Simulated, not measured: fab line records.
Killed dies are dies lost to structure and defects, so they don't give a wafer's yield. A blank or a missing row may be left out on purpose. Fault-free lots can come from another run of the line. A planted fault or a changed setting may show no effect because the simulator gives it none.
Which tool did it? :: flow gf180mcu :: 11 lots with 33 wafers sampled at 3 steps, on a route of 602 steps

WHAT THE GAUGES READ, wafer by wafer
GF_M4_CD_MEAS_14 targets a cd of 280 nm.
lot: L400
measured: day 24 00:08
on: cd sem-02
cd nm (nm): 280.2 279.6 280.6

lot: L403
measured: day 24 23:56
on: cd sem-01
cd nm (nm): 280.5 280.9 281.1

lot: L404
measured: day 25 11:37
on: cd sem-02
cd nm (nm): 275.0 273.3 273.2

lot: L405
measured: day 25 16:30
on: cd sem-01
cd nm (nm): 273.6 272.3 273.3

lot: L412
measured: day 27 20:52
on: cd sem-01
cd nm (nm): 278.6 279.4 278.4

lot: L416
measured: day 29 01:41
on: cd sem-02
cd nm (nm): 282.0 282.3 281.1

lot: L418
measured: day 29 17:09
on: cd sem-02
cd nm (nm): 278.8 278.1 280.2

lot: L419
measured: day 29 20:06
on: cd sem-02
cd nm (nm): 279.4 280.2 280.1

lot: L420
measured: day 30 00:58
on: cd sem-01
cd nm (nm): 277.9 277.8 278.1

lot: L421
measured: day 30 11:04
on: cd sem-01
cd nm (nm): 279.0 277.1 279.8

lot: L422
measured: day 30 15:24
on: cd sem-01
cd nm (nm): 280.3 281.2 281.9

EACH LOT AND THE TOOL THAT RAN IT (in order: tool; ch and the chambers of the sampled wafers; start)
lot: L400
GF_V3_STRIP_18: plasma asher-04 ch 0,1, day 22 23:42
GF_M4_COAT_09: litho track-01 ch 0, day 23 12:54

lot: L403
GF_V3_STRIP_18: plasma asher-04 ch 0,1, day 24 00:56
GF_M4_COAT_09: litho track-01 ch 0, day 24 13:18

lot: L404
GF_V3_STRIP_18: plasma asher-03 ch 0, day 24 12:24
GF_M4_COAT_09: litho track-01 ch 0, day 25 00:32

lot: L405
GF_V3_STRIP_18: plasma asher-03 ch 0,1, day 24 17:02
GF_M4_COAT_09: litho track-01 ch 0, day 25 05:06

lot: L412
GF_V3_STRIP_18: plasma asher-03 ch 0,1, day 26 22:50
GF_M4_COAT_09: litho track-04 ch 0, day 27 10:22

lot: L416
GF_V3_STRIP_18: plasma asher-02 ch 0,1, day 28 04:33
GF_M4_COAT_09: litho track-04 ch 0, day 28 15:38

lot: L418
GF_V3_STRIP_18: plasma asher-02 ch 0,1, day 28 20:50
GF_M4_COAT_09: litho track-01 ch 0, day 29 07:47

lot: L419
GF_V3_STRIP_18: plasma asher-02 ch 0, day 29 00:20
GF_M4_COAT_09: litho track-01 ch 0, day 29 10:45

lot: L420
GF_V3_STRIP_18: plasma asher-04 ch 0,1, day 29 04:38
GF_M4_COAT_09: litho track-01 ch 0, day 29 15:23

lot: L421
GF_V3_STRIP_18: plasma asher-04 ch 0,1, day 29 15:35
GF_M4_COAT_09: litho track-02 ch 0, day 30 02:22

lot: L422
GF_V3_STRIP_18: plasma asher-03 ch 0,1, day 29 19:41
GF_M4_COAT_09: litho track-01 ch 0, day 30 05:50
- GF_V3_STRIP_18: strips in O2/N2.
- GF_M4_COAT_09: resist thk 1000 nm.

THE ANSWER, worked out from the rows above alone
Rule: usual is defined by the lots themselves. Put in order of their means at a reading, lots are off if they are a third of the lots or fewer, leave a main group of 4 or more, and stand apart from it by a gap of 3 or more times the standard deviation of the main group's means; of several such gaps the widest counts. A main group whose means are all the same, to the digits that the tables above print for the reading, isn't used. Also off: a lot with no number at a reading for which 4 or more lots have one. Where the step has rows for the other lots, those lots are counted as sound.
Off: L404, L405, at GF_M4_CD_MEAS_14 (cd nm). The main group: mean 279.8 nm, standard deviation 1.2.
If a tool, at a process step before that reading, ran all the lots that are off and no sound lot after the first of them, it fits. Those tools and the gauges at GF_M4_CD_MEAS_14 are tried in the same way. No candidate that was tried fits.

WHAT WAS PUT IN BY THE SIMULATOR
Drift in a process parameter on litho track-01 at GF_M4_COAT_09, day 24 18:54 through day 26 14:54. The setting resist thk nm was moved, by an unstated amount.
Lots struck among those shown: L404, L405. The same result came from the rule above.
